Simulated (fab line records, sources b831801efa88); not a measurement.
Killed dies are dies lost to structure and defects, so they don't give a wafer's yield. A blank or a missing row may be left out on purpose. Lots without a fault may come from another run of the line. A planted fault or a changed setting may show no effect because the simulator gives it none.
Which tool did it? | flow gf180mcu | 12 lots, 36 wafers sampled, at 6 steps of a route of 602

WHAT THE GAUGES READ, wafer by wafer
GF_CONTACT_THK_MEAS_26: measures by xrf. Usual: CONTACT_W_THK 301 nm, standard deviation 5.9.
lot  | measured     | on            | CONTACT_W_THK (nm) | flag
L175 | day 17 03:48 | film_metro-03 | 305 308 307        |
L176 | day 17 09:49 | film_metro-03 | 303 302 305        |
L177 | day 17 18:53 | film_metro-02 | 301 309 300        |
L179 | day 18 18:53 | film_metro-04 | 297 299 294        |
L181 | day 19 10:57 | film_metro-02 | 297 305 298        |
L185 | day 20 13:44 | film_metro-03 | 296 302 299        |
L186 | day 21 02:38 | film_metro-02 | 299 312 301        |
L188 | day 21 14:15 | film_metro-04 | 303 301 296        |
L189 | day 22 01:58 | film_metro-04 | 303 305 303        |
L191 | day 22 18:59 | film_metro-03 | 302 300 309        |
L195 | day 23 20:21 | film_metro-03 | 300 297 297        |
L196 | day 24 03:10 | film_metro-02 | 306 305 305        |

GF_V1_THK_MEAS_01. Usual: V1_CVD_00_THK 603 nm, standard deviation 6.5.
lot  | measured     | on            | V1_CVD_00_THK (nm) | flag
L175 | day 18 04:19 | film_metro-04 | 600 610 596        |
L176 | day 18 09:59 | film_metro-02 | 611 604 606        |
L177 | day 18 19:59 | film_metro-02 | 600 608 610        |
L179 | day 19 21:10 | film_metro-04 | 1192 1186 1207     | OFF
L181 | day 20 12:31 | film_metro-04 | 1214 1196 1207     | OFF
L185 | day 21 15:35 | film_metro-02 | 1197 1205 1196     | OFF
L186 | day 22 03:46 | film_metro-01 | 590 588 591        |
L188 | day 22 15:16 | film_metro-02 | 594 594 600        |
L189 | day 23 02:43 | film_metro-01 | 600 603 608        |
L191 | day 23 19:28 | film_metro-04 | 611 606 591        |
L195 | day 24 19:59 | film_metro-02 | 598 607 606        |
L196 | day 25 03:07 | film_metro-01 | 608 607 612        |

GF_V1_BOW_MEAS_05. Usual: V1_BOW 83 um, standard deviation 7.5.
lot  | measured     | on            | V1_BOW (um) | flag
L175 | day 18 04:48 | film_metro-02 | 75 74 75    |
L176 | day 18 10:29 | film_metro-01 | 78 81 89    |
L177 | day 18 20:29 | film_metro-02 | 86 94 73    |
L179 | day 19 22:05 | film_metro-04 | 111 103 111 | OFF
L181 | day 20 13:00 | film_metro-04 | 116 116 126 | OFF
L185 | day 21 16:04 | film_metro-01 | 105 112 114 | OFF
L186 | day 22 04:17 | film_metro-01 | 82 72 87    |
L188 | day 22 15:45 | film_metro-01 | 82 81 82    |
L189 | day 23 03:13 | film_metro-01 | 83 81 81    |
L191 | day 23 20:11 | film_metro-02 | 87 83 92    |
L195 | day 24 20:44 | film_metro-01 | 84 79 94    |
L196 | day 25 03:38 | film_metro-04 | 85 79 86    |

WHICH TOOL RAN EACH LOT (tool, then ch and the chambers of the sampled wafers, then the start)
lot  | GF_CONTACT_ETCH_17                            | GF_CONTACT_SPUTTER_22        | GF_V1_CVD_00
L175 | rie_diel-02 ch 0,1,3, day 17 03:29 or earlier | pvd_sputter-01, day 17 03:29 | hdpcvd-01 ch 0,1, day 18 04:12
L176 | rie_diel-03 ch 0,1, day 17 09:29 or earlier   | pvd_sputter-01, day 17 09:29 | hdpcvd-01 ch 1, day 18 09:52
L177 | rie_diel-03 ch 0,1,2, day 17 18:34 or earlier | pvd_sputter-04, day 17 18:34 | hdpcvd-02 ch 0,1,2, day 18 19:55
L179 | rie_diel-03 ch 1,3, day 18 18:34 or earlier   | pvd_sputter-02, day 18 18:34 | hdpcvd-02 ch 0,2, day 19 20:50
L181 | rie_diel-01 ch 0,1,2, day 19 10:38 or earlier | pvd_sputter-02, day 19 10:38 | hdpcvd-02 ch 0,1,2, day 20 12:11
L185 | rie_diel-03 ch 0,1,2, day 20 13:24 or earlier | pvd_sputter-02, day 20 13:24 | hdpcvd-02 ch 0,2, day 21 15:13
L186 | rie_diel-01 ch 1,2,3, day 21 02:17 or earlier | pvd_sputter-02, day 21 02:17 | hdpcvd-02 ch 0,1,2, day 22 03:43
L188 | rie_diel-01 ch 0,2,3, day 21 13:56 or earlier | pvd_sputter-01, day 21 13:56 | hdpcvd-01 ch 0,1, day 22 15:10
L189 | rie_diel-01 ch 0,1,2, day 22 01:38 or earlier | pvd_sputter-01, day 22 01:38 | hdpcvd-02 ch 0,1, day 23 02:38
L191 | rie_diel-02 ch 1,2,3, day 22 18:40 or earlier | pvd_sputter-01, day 22 18:40 | hdpcvd-02 ch 0,1,2, day 23 19:24
L195 | rie_diel-03 ch 1,3, day 23 20:01 or earlier   | pvd_sputter-02, day 23 20:01 | hdpcvd-01 ch 0,1,2, day 24 19:55
L196 | rie_diel-01 ch 0,1,2, day 24 02:50 or earlier | pvd_sputter-04, day 24 02:50 | hdpcvd-01 ch 0,2, day 25 03:01
- GF_CONTACT_ETCH_17: etches SiO2 in C4F8/O2/Ar, stops on CoSi2, target depth 860 nm.
- GF_CONTACT_SPUTTER_22: material Ti, target thk 15 nm, time 80.02 s.
- GF_V1_CVD_00: deposits SiO2, target thk 600 nm, time 100 s.

WHAT THE TOOLS THEMSELVES READ (means of the sampled wafers that have a number; where no wafer has one, the mark that the record gives instead)
GF_CONTACT_ETCH_17. Usual: oes_product_au 0.815 a.u., standard deviation 0.0045.
lot  | tool        | oes_product_au (a.u.) | flag
L175 | rie_diel-02 | 0.819                 |
L176 | rie_diel-03 | 0.814                 |
L177 | rie_diel-03 | 0.812                 |
L179 | rie_diel-03 | 0.816                 |
L181 | rie_diel-01 | 0.818                 |
L185 | rie_diel-03 | 0.813                 |
L186 | rie_diel-01 | 0.811                 |
L188 | rie_diel-01 | 0.816                 |
L189 | rie_diel-01 | 0.818                 |
L191 | rie_diel-02 | 0.814                 |
L195 | rie_diel-03 | 0.812                 |
L196 | rie_diel-01 | 0.817                 |

GF_CONTACT_SPUTTER_22. Usual: chamber_pressure_pa 5.001 Pa, standard deviation 0.009; throttle_valve_pct 30.2 %, standard deviation 1.1.
lot  | tool           | chamber_pressure_pa (Pa) | throttle_valve_pct (%) | flag
L175 | pvd_sputter-01 | 5.001                    | 29.0                   |
L176 | pvd_sputter-01 | 4.993                    | 28.8                   |
L177 | pvd_sputter-04 | 5.008                    | 30.1                   |
L179 | pvd_sputter-02 | 4.995                    | 31.5                   |
L181 | pvd_sputter-02 | 4.994                    | 31.2                   |
L185 | pvd_sputter-02 | 4.997                    | 31.2                   |
L186 | pvd_sputter-02 | 5.003                    | 31.2                   |
L188 | pvd_sputter-01 | 5.006                    | 30.1                   |
L189 | pvd_sputter-01 | 4.998                    | 29.7                   |
L191 | pvd_sputter-01 | 5.009                    | 29.7                   |
L195 | pvd_sputter-02 | 5.003                    | 30.7                   |
L196 | pvd_sputter-04 | 5.012                    | 30.2                   |

THE ANSWER, worked out from the rows above alone
Rule: a lot is off if the mean of its wafers that have a number lies more than 3 standard deviations from the usual mean. A lot without any number at a reading at which 4 lots or more have one is off too. The other lots that the step has rows for count as sound. The gauges are gone through in route order, then the tools' own readings, and for those a lot's mean is taken as printed above. The first step at which some lot is off is used, and at that step the reading that is off furthest; a lot without a number counts as furthest.
Off: L179, L181, L185, at GF_V1_THK_MEAS_01 (V1_CVD_00_THK).
A tool fits if, at a process step before that reading, it ran every lot that is off, and no sound lot after the first of them. The gauges at GF_V1_THK_MEAS_01 are tried like those tools. GF_CONTACT_ETCH_17 gives no start for some lots, so the hours and the order of its lots are those of GF_CONTACT_SPUTTER_22. None of those tried fits.

WHAT THE SIMULATOR HAD PUT IN
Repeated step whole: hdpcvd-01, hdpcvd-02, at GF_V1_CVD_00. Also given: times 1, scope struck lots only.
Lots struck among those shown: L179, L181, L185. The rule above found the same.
